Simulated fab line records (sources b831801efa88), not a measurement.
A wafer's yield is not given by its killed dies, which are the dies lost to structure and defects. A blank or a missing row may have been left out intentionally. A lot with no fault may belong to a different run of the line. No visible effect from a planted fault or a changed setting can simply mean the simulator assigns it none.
A lot that was struck, set against a sound lot || flow sfq_line || 42 steps out of a route of 325
Sound: wafers L587.2, L587.5, L587.6. Struck: wafer L595.3 (L595.2, L595.5, from the same lot, were not struck and are left out); the cause is given at the end.
For every step that has rows: the tool of each side, followed by ch and its chambers, followed by its first start. Under that, the readings that differ: sound wafers || struck wafers || difference of the means || sigmas: that difference in standard deviations of wafers without a fault.
alike: readings with means less than 2 such deviations apart, plus words and numbers identical on both sides. not compared: withheld readings, readings lacking a value on some wafer, bounds such as >300 that could conceal the same value, and numbers that have no deviation in the record and whose values overlap.
A row with sigmas, a row that says differs or no value, or rows on one side alone: a step with any of these is where the two part. Non-overlapping numbers with no deviation appear without sigmas and do not part them. A reading that every wafer of one side lacks parts them only if that side has two wafers or more.

first, 3 steps without rows for these wafers: SFQ_TRILAYER_I4_VIA_LITHO_EXPOSE_104 (exposes mask I4, target cd 700 nm); SFQ_TRILAYER_I4_VIA_LITHO_PEB_106 (peb time 60 s); SFQ_TRILAYER_I4_VIA_LITHO_DEVELOP_105 (time 60 s).
SFQ_I4_OVL_MEAS_928:
  sound on overlay-02, day 60 18:55; struck on overlay-02, day 63 09:40
  alike: I4_OVL
SFQ_TRILAYER_I4_VIA_BARC_OPEN_VIA_ETCH_146: etches BARC in O2, target depth 125 nm, time 41.7 s.
  sound on rie_diel-03 ch 0,3, day 60 18:56; struck on rie_diel-01 ch 3, day 63 09:42
  alike: drypump_motor_current_A, oes_product_au
  not compared: rf_hours_counter_h
SFQ_TRILAYER_I4_VIA_ETCH_VIA_ETCH_106: etches SiO2 in CHF3, stops on Nb, target depth 260 nm.
  sound on rie_diel-03 ch 0,3, day 60 18:59; struck on rie_diel-01 ch 3, day 63 09:44
  alike: drypump_motor_current_A, oes_product_au
then, 6 steps without rows for these wafers: SFQ_TRILAYER_I4_VIA_STRIP_STRIP_107 (strips in O2); SFQ_TRILAYER_I4_VIA_STRIP_SOLV_CLEAN_108 (cleans in NMP, time 600 s); SFQ_TRILAYER_JJ_TRILAYER_DEP_PRE_CLEAN_113 (time 22.5 s); SFQ_TRILAYER_JJ_TRILAYER_DEP_SPUTTER_109 (material Nb, target thk 150 nm, time 100 s); SFQ_TRILAYER_JJ_TRILAYER_DEP_SPUTTER_110 (material Al, target thk 8 nm, time 10 s); SFQ_TRILAYER_JJ_TRILAYER_DEP_AL_OXIDATION_111 (oxidation time 600 s).
SFQ_TRILAYER_JJ_TRILAYER_DEP_SPUTTER_112: material Nb, target thk 170 nm, time 113.3 s.
  sound on pvd_sputter-04, day 60 20:59; struck on pvd_sputter-04, day 63 11:45
{"reading": "cathode_dc_power_W (W)", "sound": "1999.5 2000.0 2000.4", "struck": 1540.7, "difference": -459.3, "sigmas": "-99 or more"}
{"reading": "model.Nb_of_TRILAYER_JJ_TRILAYER_DEP_SPUTTER_112.thk_nm (nm)", "sound": "168.9 168.2 167.5", "struck": 131.3, "difference": -36.9, "sigmas": ""}
  alike: throttle_valve_pct
SFQ_JJ_RS_MEAS_929: uses a four-point probe to measure.
  sound on film_metro-01, day 60 21:05; struck on film_metro-01, day 63 11:51
{"reading": "JJ_NB_RS (ohm/sq)", "sound": "1.056 1.060 1.064", "struck": 1.368, "difference": "+0.308", "sigmas": "+28"}
then, 6 steps without rows for these wafers: SFQ_TRILAYER_JJ_CE_LITHO_COAT_119 (resist thk 62 nm); SFQ_TRILAYER_JJ_CE_LITHO_COAT_114 (resist thk 600 nm); SFQ_TRILAYER_JJ_CE_LITHO_SOFTBAKE_118; SFQ_TRILAYER_JJ_CE_LITHO_EXPOSE_115 (exposes mask J5, target cd 700 nm); SFQ_TRILAYER_JJ_CE_LITHO_PEB_117 (peb time 60 s); SFQ_TRILAYER_JJ_CE_LITHO_DEVELOP_116 (time 60 s).
-- the record jumps here: 3 days lie between the struck wafers' starts before and after --
SFQ_JJ_OVL_MEAS_931:
  sound on overlay-02, day 65 23:46; struck on overlay-02, day 66 09:22
  alike: J5_OVL
then, 2 steps without rows for these wafers: SFQ_TRILAYER_JJ_CE_METRO_MEASURE_117; SFQ_TRILAYER_JJ_CE_BARC_OPEN_RIE_150 (chemistry O2, target BARC, target depth 240 nm, time 80 s).
SFQ_TRILAYER_JJ_CE_ETCH_RIE_118: chemistry SF6, target Nb, stops on Al2O3, time 97.7 s, target depth 170 nm.
  sound on rie_metal-01 ch 0,1, day 66 01:11; struck on rie_metal-02 ch 0, day 66 10:41
{"reading": "oes_product_au (a.u.)", "sound": "0.996 0.985 0.983", "struck": 0.849, "difference": -0.139, "sigmas": -23}
  alike: drypump_motor_current_A
  not compared: rf_hours_counter_h
next, for these wafers, 1 step has no rows: SFQ_TRILAYER_JJ_ANODIZE_ANODIZE_119.
SFQ_TRILAYER_JJ_CE_STRIP_STRIP_120: strips in O2.
  sound on rie_metal-01 ch 0,1, day 66 01:47; struck on rie_metal-01 ch 1, day 66 11:17
{"reading": "oes_product_au (a.u.)", "sound": "1.002 1.013 1.011", "struck": 0.991, "difference": -0.018, "sigmas": -3}
  alike: drypump_motor_current_A
  not compared: rf_hours_counter_h
then, 7 steps without rows for these wafers: SFQ_TRILAYER_JJ_CE_STRIP_SOLV_CLEAN_121 (cleans in NMP, time 600 s); SFQ_TRILAYER_M5_LITHO_COAT_128 (resist thk 62 nm); SFQ_TRILAYER_M5_LITHO_COAT_123 (resist thk 600 nm); SFQ_TRILAYER_M5_LITHO_SOFTBAKE_127; SFQ_TRILAYER_M5_LITHO_EXPOSE_124 (exposes mask M5, target cd 700 nm); SFQ_TRILAYER_M5_LITHO_PEB_126 (peb time 60 s); SFQ_TRILAYER_M5_LITHO_DEVELOP_125 (time 60 s).
-- the record jumps here: 4 days lie between the struck wafers' starts before and after --
SFQ_M5_OVL_MEAS_932:
  sound on overlay-02, day 70 02:37; struck on overlay-01, day 70 18:13
{"reading": "M5_OVL (nm)", "sound": "-11 -3 -12", "struck": 10, "difference": "+19", "sigmas": "+3"}
then, 2 steps without rows for these wafers: SFQ_TRILAYER_M5_BARC_OPEN_METAL_ETCH_161 (etches BARC in O2, target depth 125 nm, time 41.7 s); SFQ_TRILAYER_M5_ETCH_METAL_ETCH_126 (etches Nb in Cl2/BCl3, stops on SiO2, time 203.2 s, target depth 265 nm).
SFQ_TRILAYER_M5_STRIP_STRIP_127: strips in O2.
  sound on rie_metal-03 ch 0,1, day 70 02:53; struck on rie_metal-02 ch 0, day 70 18:29
{"reading": "drypump_motor_current_A (A)", "sound": "5.59 5.57 5.32", "struck": 5.98, "difference": "+0.49", "sigmas": "+2"}
  alike: oes_product_au
  not compared: rf_hours_counter_h
then, 3 steps without rows for these wafers: SFQ_TRILAYER_M5_STRIP_SOLV_CLEAN_128 (cleans in NMP, time 600 s); SFQ_TRILAYER_A5B_DEP_PECVD_129 (deposits SiO2 from SiH4/N2O, time 133.33 s, target thk 600 nm); SFQ_TRILAYER_A5B_CMP_CMP_130 (polishes, stops on Nb, target thk 340.7 nm).
SFQ_TRILAYER_A5B_METRO_MEASURE_131:
  sound on film_metro-04, day 70 08:32; struck on film_metro-03, day 70 23:46
  alike: thk_nm
-- the record jumps here: 4 days lie between the struck wafers' starts before and after --
SFQ_TRILAYER_R5_ETCH_METAL_ETCH_139: etches the open film in Cl2, stops on SiO2, target depth 60 nm, time 40 s.
  sound on rie_metal-04 ch 0,1, day 74 12:14; struck on rie_metal-03 ch 1, day 75 05:02
{"reading": "model.Nb_of_TRILAYER_JJ_TRILAYER_DEP_SPUTTER_112.thk_nm (nm)", "sound": "158.8 158.3 157.5", "struck": 121.2, "difference": -37.0, "sigmas": ""}
  alike: drypump_motor_current_A, oes_product_au
  not compared: rf_hours_counter_h

## WHERE THEY PART
Last at SFQ_TRILAYER_M5_STRIP_STRIP_127 as far as this record goes, first at SFQ_TRILAYER_JJ_TRILAYER_DEP_SPUTTER_112. Later steps at which nothing parts them and some readings are alike: SFQ_TRILAYER_A5B_METRO_MEASURE_131, SFQ_TRILAYER_R5_ETCH_METAL_ETCH_139.

WHY: what had been put in by the simulator
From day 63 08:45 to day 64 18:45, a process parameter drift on pvd_sputter-04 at SFQ_TRILAYER_JJ_TRILAYER_DEP_SPUTTER_112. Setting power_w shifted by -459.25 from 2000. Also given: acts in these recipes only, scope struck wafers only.
